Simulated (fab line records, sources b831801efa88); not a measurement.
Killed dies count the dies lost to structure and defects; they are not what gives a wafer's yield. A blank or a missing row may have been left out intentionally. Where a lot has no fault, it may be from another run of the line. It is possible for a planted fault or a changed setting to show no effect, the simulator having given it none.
Split-lot study | flow sfq-line | route with 325 steps; 5 lots, 23 wafers read

SPLIT DETAILS
At SFQ_TRILAYER_M6_DEP_SPUTTER_157 (material Nb, target thk 200 nm, time 133.3 s), the setting time-s was moved away from the recipe's 133.3 s on 8 of the 23 wafers read, by -11.0% to +13.7%. This setting was run at the recipe's value on the other wafers.

FROM THE SPLIT TO THE READING: what the file shows between them, 4 steps
- SFQ_M6_RS_MEAS_938: measures by four-point-probe
- SFQ_TRILAYER_M6_LITHO_PEB_162: peb time 60 s (also split here: peb-temp-c)
- SFQ_TRILAYER_M6_LITHO_DEVELOP_161: time 60 s
- SFQ_TRILAYER_M6_BARC_OPEN_METAL_ETCH_206: etches BARC in O2, target depth 125 nm, time 41.7 s

THE READING
oes-product-au, in a.u., at SFQ_TRILAYER_M6_ETCH_METAL_ETCH_162 (etches Nb in Cl2/Ar, stops on SiO2, target depth 240 nm, time 120 s). Typical for fault-free wafers on this fab line: 0.889 a.u., with standard deviation 0.0056 a.u.

wafer  | tool, chamber at the split | time-s as run, s | against the recipe | oes-product-au, a.u. | against lot-mates on the recipe
L075.1 | pvd-sputter-05, -          | 133.3            | recipe             | 0.894                | -
L075.5 | pvd-sputter-05, -          | 133.3            | recipe             | 0.891                | -
L075.6 | pvd-sputter-05, -          | 133.3            | recipe             | 0.890                | -
L080.1 | pvd-sputter-06, -          | 151.5            | +13.7%             | 0.961                | +0.070
L080.2 | pvd-sputter-06, -          | 151.5            | +13.7%             | 0.957                | +0.066
L080.3 | pvd-sputter-06, -          | 151.5            | +13.7%             | 0.963                | +0.072
L080.4 | pvd-sputter-06, -          | 133.3            | recipe             | 0.891                | -
L080.5 | pvd-sputter-06, -          | 133.3            | recipe             | 0.890                | -
L081.2 | pvd-sputter-04, -          | 133.3            | recipe             | 0.894                | -
L081.3 | pvd-sputter-04, -          | 133.3            | recipe             | 0.888                | -
L081.4 | pvd-sputter-04, -          | 133.3            | recipe             | 0.891                | -
L081.5 | pvd-sputter-04, -          | 133.3            | recipe             | 0.879                | -
L081.6 | pvd-sputter-04, -          | 133.3            | recipe             | 0.891                | -
L083.2 | pvd-sputter-04, -          | 133.3            | recipe             | 0.895                | -
L083.3 | pvd-sputter-04, -          | 118.6            | -11.0%             | 0.849                | -0.048
L083.4 | pvd-sputter-04, -          | 133.3            | recipe             | 0.896                | -
L083.5 | pvd-sputter-04, -          | 118.6            | -11.0%             | 0.833                | -0.064
L083.6 | pvd-sputter-04, -          | 133.3            | recipe             | 0.899                | -
L085.1 | pvd-sputter-05, -          | 127              | -4.7%              | 0.867                | -0.027
L085.2 | pvd-sputter-05, -          | 133.3            | recipe             | 0.895                | -
L085.4 | pvd-sputter-05, -          | 133.3            | recipe             | 0.893                | -
L085.5 | pvd-sputter-05, -          | 127              | -4.7%              | 0.868                | -0.026
L085.6 | pvd-sputter-05, -          | 127              | -4.7%              | 0.864                | -0.030

FIT RESULTS
A straight line over all 23 wafers: oes-product-au changes by +0.00493 a.u. for each +1% of time-s; r = +0.99; the points scatter about the line by 0.0048 a.u.
The same after taking each lot's own level away (the mean of its wafers on the recipe; 23 wafers): +0.00516 a.u. for each +1%; r = +0.99; scatter 0.004 a.u.
Per that fit: largest time-s move, reading shift of 0.07 a.u.
The lots' own levels span 0.8886 to 0.8967 a.u., that is 1.4 times the standard deviation above.
Hence the lot-to-lot level has little effect on the slope; both slopes agree.
Check: with one of the wafers moved furthest among these (+13.7%) left out of the fit, the line predicts +0.0698 a.u. for it against its lot-mates. It came out at +0.0705 a.u. against them.

THE OTHER SPLITS THESE WAFERS WENT THROUGH
Other splits were also applied to these wafers ahead of the reading. Each is held against what the fit with the lots' levels taken away leaves over:
other split on the same wafers                  | wafers away from the commonest value | r with oes-product-au (lot level and that fit taken away)
SFQ_TRILAYER_C5_BARC_OPEN_VIA_ETCH_210 source-w | 7                                    | -0.18
SFQ_TRILAYER_M6_LITHO_PEB_162 peb-temp-c        | 11                                   | -0.13

THE WHOLE CHAIN: every reading that the file lists as answering this split, in the file's order
step                                | what it does                                                        | reading                                                                                   | change (the file's fit)                   | r (the file's)
SFQ_TRILAYER_M6_DEP_SPUTTER_157     | material Nb, target thk 200 nm, time 133.3 s                        | Nb_of_TRILAYER_M6_DEP_SPUTTER_157.thk-nm (the simulator's own value, which no gauge read) | +1.95 nm for each +1% of the setting      | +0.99
SFQ_M6_RS_MEAS_938                  | measures by four-point-probe                                        | M6_NB_RS                                                                                  | -0.00861 for each +1% of the setting      | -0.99
SFQ_TRILAYER_M6_ETCH_METAL_ETCH_162 | etches Nb in Cl2/Ar, stops on SiO2, target depth 240 nm, time 120 s | oes-product-au                                                                            | +0.00515 a.u. for each +1% of the setting | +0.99

FILE'S OWN FIT
oes-product-au changes by +0.00515 a.u. for each +1% of time-s, r = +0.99.
